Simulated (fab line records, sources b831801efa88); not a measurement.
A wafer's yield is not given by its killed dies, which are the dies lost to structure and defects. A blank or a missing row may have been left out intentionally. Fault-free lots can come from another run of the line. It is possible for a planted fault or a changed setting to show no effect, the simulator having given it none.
fab line records	flow sky130
[record] lots = 13	wafers = 39	lastDay = 50
route steps=708 shown POLY_GATE@230 POLY_CUT@311 SD_N@350
lots that met no fault: taken from a fault-free run of the same line
startH: the number of hours between the record's first day and the start of the first shown wafer of the lot	waitH: hours since the lot's step before	" same as the row above	L1.1+2: several wafers, shown together as one row	- either no value or no given start	* or withheld: withheld	< > ~ a bound
route shown NAME@n: NAME is a module with steps in the file, n the number in the route of the first one	usual: the fault-free wafers' mean and standard deviation	same: alike in all rows	chamber/n: place in a boat	sites: each site's reading	_std_site: how widely they spread, as a standard deviation	_edge_site: the outer-site mean with the inner-site mean subtracted	radiusMm: how far each site lies from the wafer's centre	mask NAME#n: copy n	behind: the tool/chamber that last shaped the wafer	hold: what put the lot on hold/how long, in hours/how the hold closed	device: names the non-switching transistor (n, p or np)	end of line: the tests these same wafers got at the end of their route	a step with no rows: only its recipe	killed: dies lost to structure and defects at the first sort, not the wafer's yield	map: a wafer's dies, x killed, . not, _ none there
set.NAME: the setting as run; set.NAME@STEP: as run at that earlier step	model.NAME: the simulator's own value behind a step, which no gauge read
one table for each step of the route and one row for each wafer, over a sample of lots
services: from which hour (startH, from the record's first day; less than 0 if before it) a tool's chamber was out of use, for how many hours, and why
[[steps]]
[step SKY_POLY_GATE_ETCH_16]
[recipe] stopOn = poly-Si	chemistry = CH3F/O2	target = Si3N4	sourceW = 400	biasW = 80	pressureMtorr = 25	ch3fFlowSccm = 40	O2_flow_sccm = 30	timeS = 147.5	targetDepthA = 750
[usual] drypumpMotorCurrentA = 5.7/0.38	oesProductAu = 0.639/0.0054	throttleValvePct = 10.535/0.0092
lot.wafer	tool	chamber	startH	waitH	drypumpMotorCurrentA	oesProductAu	rfHoursCounterH	throttleValvePct
L808.2	rieDiel-02	0	369.96	0.0	5.1	0.641	4	10.533
L808.3	"	3	"	"	5.5	0.642	88	10.533
L808.6	"	0	"	"	5.1	0.636	-	10.545
L809.2	rieDiel-01	1	380.39	0.0	5.7	0.639	27	10.533
L809.4	"	1	"	"	5.7	0.636	-	10.534
L809.6	"	0	"	"	5.8	0.634	-	10.538
L810.2	rieDiel-03	2	395.08	0.0	5.7	0.642	40	10.535
L810.4	"	1	"	"	6.0	0.657	17	10.523
L810.6	"	3	"	"	5.4	0.649	-	10.538
L812.2	rieDiel-01	1	410.61	0.0	5.7	0.639	28	10.541
L812.3	"	2	"	"	5.4	0.638	2	10.540
L812.6	"	2	"	"	5.4	0.636	-	10.530
L816.1	rieDiel-03	2	453.56	0.0	5.7	0.635	41	10.529
L816.2	"	0	"	"	6.1	0.637	51	10.535
L816.6	"	2	"	"	5.6	0.634	-	10.550
L817.1	rieDiel-02	3	458.56	0.0	5.5	0.633	90	10.539
L817.2	"	0	"	"	5.1	0.634	6	10.539
L817.3	"	2	"	"	5.6	0.648	85	10.548
L819.2	rieDiel-01	2	473.09	0.0	5.4	0.650	4	10.533
L819.4	"	1	"	"	5.7	0.644	29	10.544
L819.6	"	1	"	"	5.7	0.637	-	10.542
L825.2	rieDiel-03	0	539.56	0.0	6.0	0.644	53	10.553
L825.3	"	1	"	"	5.9	0.637	19	10.559
L825.6	"	0	"	"	6.0	0.635	-	10.537
L826.2	rieDiel-02	1	547.01	0.0	5.9	0.635	3	10.539
L826.5	"	3	"	"	5.5	0.636	-	10.546
L826.6	"	0	"	"	5.1	0.631	-	10.537
L827.1	rieDiel-03	2	548.26	0.0	5.6	0.644	43	10.543
L827.4	"	0	"	"	6.0	0.647	53	10.538
L827.5	"	2	"	"	5.6	0.643	-	10.529
L828.2	rieDiel-03	0	557.59	0.0	6.1	0.645	53	10.536
L828.4	"	2	"	"	5.7	0.645	43	10.539
L828.5	"	0	"	"	6.1	0.638	-	10.520
L830.1	rieDiel-01	2	562.81	0.0	5.4	0.641	5	10.528
L830.3	"	0	"	"	5.8	0.641	62	10.541
L830.6	"	2	"	"	5.4	0.636	-	10.535
L829.1	rieDiel-03	1	569.98	0.0	6.0	0.648	20	10.548
L829.5	"	1	"	"	5.9	0.647	-	10.534
L829.6	"	0	"	"	6.0	0.644	-	10.539
[step SKY_POLY_CUT_SOFTBAKE_04]
[recipe] tempC = 100	timeS = 90	resist = KrF-thick
[usual] exhaustPa = 45.1/0.82	heaterPowerTotalW = 57.35/0.11	plateTempC = 99.99/0.14
lot.wafer	tool	chamber	startH	waitH	exhaustPa	heaterPowerTotalW	plateTempC
L808.2	lithoTrack-02	0	543	-	45.2	57.28	99.92
L808.3	"	0	"	"	44.7	57.48	100.09
L808.6	"	0	"	"	45.3	57.40	100.20
L809.2	lithoTrack-03	0	554	-	44.9	57.45	100.10
L809.4	"	0	"	"	46.3	57.32	99.90
L809.6	"	0	"	"	45.1	57.55	99.97
L810.2	lithoTrack-04	0	569	-	45.7	57.49	100.16
L810.4	"	0	"	"	46.6	57.49	100.07
L810.6	"	0	"	"	45.2	57.31	100.03
L812.2	lithoTrack-02	0	586	-	45.8	57.24	100.29
L812.3	"	0	"	"	46.3	57.22	100.12
L812.6	"	0	"	"	45.1	57.43	100.32
L816.1	lithoTrack-02	0	623	-	45.9	57.56	99.97
L816.2	"	0	"	"	46.1	57.16	99.75
L816.6	"	0	"	"	44.3	57.18	99.82
L817.1	lithoTrack-02	0	629	-	45.8	57.21	99.72
L817.2	"	0	"	"	45.8	57.27	99.86
L817.3	"	0	"	"	45.8	57.48	100.01
L819.2	lithoTrack-04	0	642	-	45.2	57.34	100.01
L819.4	"	0	"	"	44.5	57.21	100.07
L819.6	"	0	"	"	45.2	57.15	100.15
L825.2	lithoTrack-02	0	705	-	45.2	61.05	104.39
L825.3	"	0	"	"	44.6	60.79	104.45
L825.6	"	0	"	"	44.5	60.86	104.45
L826.2	lithoTrack-04	0	711	-	46.1	57.36	100.05
L826.5	"	0	"	"	45.9	57.46	99.89
L826.6	"	0	"	"	45.7	57.49	99.98
L827.1	lithoTrack-02	0	713	-	45.9	60.71	104.25
L827.4	"	0	"	"	45.0	61.05	104.36
L827.5	"	0	714	-	46.2	61.16	104.41
L828.2	lithoTrack-02	0	720	-	43.6	60.90	104.62
L828.4	"	0	"	"	44.4	60.84	104.86
L828.5	"	0	"	"	43.8	60.88	104.67
L830.1	lithoTrack-04	0	729	-	44.2	57.52	99.89
L830.3	"	0	"	"	44.7	57.25	99.79
L830.6	"	0	"	"	44.7	57.30	99.87
L829.1	lithoTrack-04	0	732	-	45.1	57.41	99.88
L829.5	"	0	"	"	45.2	57.40	99.88
L829.6	"	0	"	"	46.2	57.23	99.86
[step SKY_POLY_CUT_CD_MEAS_08]
[recipe] targetCdNm = 270
[usual] cdNm = 270.0/1.3
lot.wafer	tool	chamber	startH	waitH	cdNm
L808.2	cdSem-01	-	558.96	-	272.1
L808.3	"	-	"	"	271.7
L808.6	"	-	"	"	271.4
L809.2	cdSem-02	-	569.07	-	269.1
L809.4	"	-	"	"	268.8
L809.6	"	-	"	"	268.5
L810.2	cdSem-01	-	584.56	-	269.1
L810.4	"	-	"	"	271.1
L810.6	"	-	"	"	270.4
L812.2	cdSem-02	-	601.72	-	269.0
L812.3	"	-	"	"	268.7
L812.6	"	-	"	"	269.5
L816.1	cdSem-01	-	637.64	-	272.0
L816.2	"	-	"	"	270.3
L816.6	"	-	"	"	271.4
L817.1	cdSem-02	-	644.35	-	269.3
L817.2	"	-	"	"	269.5
L817.3	"	-	"	"	269.8
L819.2	cdSem-02	-	657.06	-	270.7
L819.4	"	-	"	"	269.7
L819.6	"	-	"	"	269.6
L825.2	cdSem-01	-	719.42	-	272.4
L825.3	"	-	"	"	274.0
L825.6	"	-	"	"	273.1
L826.2	cdSem-01	-	724.66	-	270.0
L826.5	"	-	"	"	269.7
L826.6	"	-	"	"	269.5
L827.1	cdSem-02	-	726.80	-	271.2
L827.4	"	-	"	"	273.6
L827.5	"	-	"	"	272.1
L828.2	cdSem-02	-	734.69	-	272.6
L828.4	"	-	"	"	272.0
L828.5	"	-	"	"	272.7
L830.1	cdSem-02	-	743.09	-	270.0
L830.3	"	-	"	"	270.0
L830.6	"	-	"	"	271.3
L829.1	cdSem-01	-	746.20	-	266.8
L829.5	"	-	"	"	267.9
L829.6	"	-	"	"	266.7
[step SKY_SD_N_OVL_MEAS_08]
[usual] SD_N_OVL = -0.9/1.2
lot.wafer	tool	chamber	startH	waitH	SD_N_OVL[nm]
L808.2	overlay-02	-	647.65	0.1	0.4
L808.3	"	-	"	"	-1.0
L808.6	"	-	"	"	-0.6
L809.2	overlay-02	-	657.95	0.1	-1.2
L809.4	"	-	"	"	-1.0
L809.6	"	-	"	"	-0.6
L810.2	overlay-01	-	672.15	0.1	-0.8
L810.4	"	-	"	"	-2.3
L810.6	"	-	"	"	0.9
L812.2	overlay-01	-	688.60	0.1	0.3
L812.3	"	-	"	"	-1.6
L812.6	"	-	"	"	-1.7
L816.1	overlay-01	-	721.89	0.1	-1.9
L816.2	"	-	"	"	-4.0
L816.6	"	-	"	"	-2.9
L817.1	overlay-01	-	729.69	0.1	-0.6
L817.2	"	-	"	"	-1.3
L817.3	"	-	"	"	-1.0
L819.2	overlay-01	-	741.80	0.1	0.7
L819.4	"	-	"	"	-0.2
L819.6	"	-	"	"	0.5
L825.2	overlay-02	-	799.65	0.1	0.1
L825.3	"	-	"	"	1.3
L825.6	"	-	"	"	-0.2
L826.2	overlay-02	-	804.70	0.1	-1.7
L826.5	"	-	"	"	-3.0
L826.6	"	-	"	"	-1.6
L827.1	overlay-01	-	808.42	0.1	0.4
L827.4	"	-	"	"	0.0
L827.5	"	-	"	"	-1.1
L828.2	overlay-01	-	814.97	0.1	0.0
L828.4	"	-	"	"	1.1
L828.5	"	-	"	"	-0.6
L830.1	overlay-02	-	823.42	0.1	-1.7
L830.3	"	-	"	"	-1.3
L830.6	"	-	"	"	-1.1
L829.1	overlay-01	-	825.89	0.1	0.2
L829.5	"	-	"	"	-0.5
L829.6	"	-	"	"	0.9
[[services]]
tool	chamber	startH	hours	kind
rieDiel-01	2	373.82	6.8	repair
rieDiel-01	-	387.39	2.8	pm
rieDiel-02	1	403.26	8.6	repair
rieDiel-02	-	426.09	0.4	repair
rieDiel-01	1	440.18	2.7	repair
rieDiel-01	0	444.23	5.9	repair
rieDiel-03	3	454.74	2.6	repair
rieDiel-02	-	462.98	0.2	repair
rieDiel-02	-	480.47	2.8	pm
rieDiel-01	3	490.28	-	clean
rieDiel-01	3	490.28	11.8	scheduledDown
rieDiel-03	-	493.20	1.6	repair
rieDiel-02	3	505.04	4.8	repair
rieDiel-01	-	533.95	0.4	repair
rieDiel-01	2	543.99	6.0	repair
rieDiel-02	0	599.86	5.0	repair
rieDiel-03	0	630.98	9.1	repair
rieDiel-02	3	682.61	3.1	repair
rieDiel-03	0	699.36	-	clean
rieDiel-03	0	699.36	15.8	scheduledDown
rieDiel-03	0	699.36	15.8	ventCycle
rieDiel-01	-	700.97	0.3	repair
rieDiel-01	2	703.13	4.2	repair
rieDiel-02	3	704.39	7.1	repair
[[key]]
[firstSign] step = SKY_POLY_CUT_SOFTBAKE_04	reading = heaterPowerTotalW	direction = up	sigmas = 32	usual = *	struck = *
[effect] step = SKY_POLY_CUT_SOFTBAKE_04	reading = plateTempC	direction = up	sigmas = 31	usual = *	struck = *
[effect] step = SKY_POLY_CUT_CD_MEAS_08	reading = cdNm	direction = up	sigmas = 1.9	usual = 270.0	struck = 272.6	through = controlLoop
metAt SKY_POLY_CUT_SOFTBAKE_04
struckLots L825,L827,L828
testerLeftOut L825,L827,L828
[loopTrim] step = SKY_POLY_CUT_EXPOSE_05	setting = dose	lots = L828
notActingAt SKY_POLY_GATE_ETCH_16,SKY_POLY_CUT_CD_MEAS_08,SKY_SD_N_OVL_MEAS_08
onsetBetween 629 705
[fault] kind = processParameterDrift	tool = lithoTrack-02	chamber = -	onsetH = 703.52	steps = SKY_POLY_CUT_SOFTBAKE_04	channel = tempC	offset = *	shape = step	endH = 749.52	actsIn = *	stated = *
// testerLeftOut: of these lots the tester's yield and bins aren't shown, on N5 and GAA mostly nor the transistor test; their killed dies are dies lost to structure and defects alone, not to doping, threshold or leakage, so they don't give the yield
// loopTrim: a control loop set the setting to another value than it would have without faults
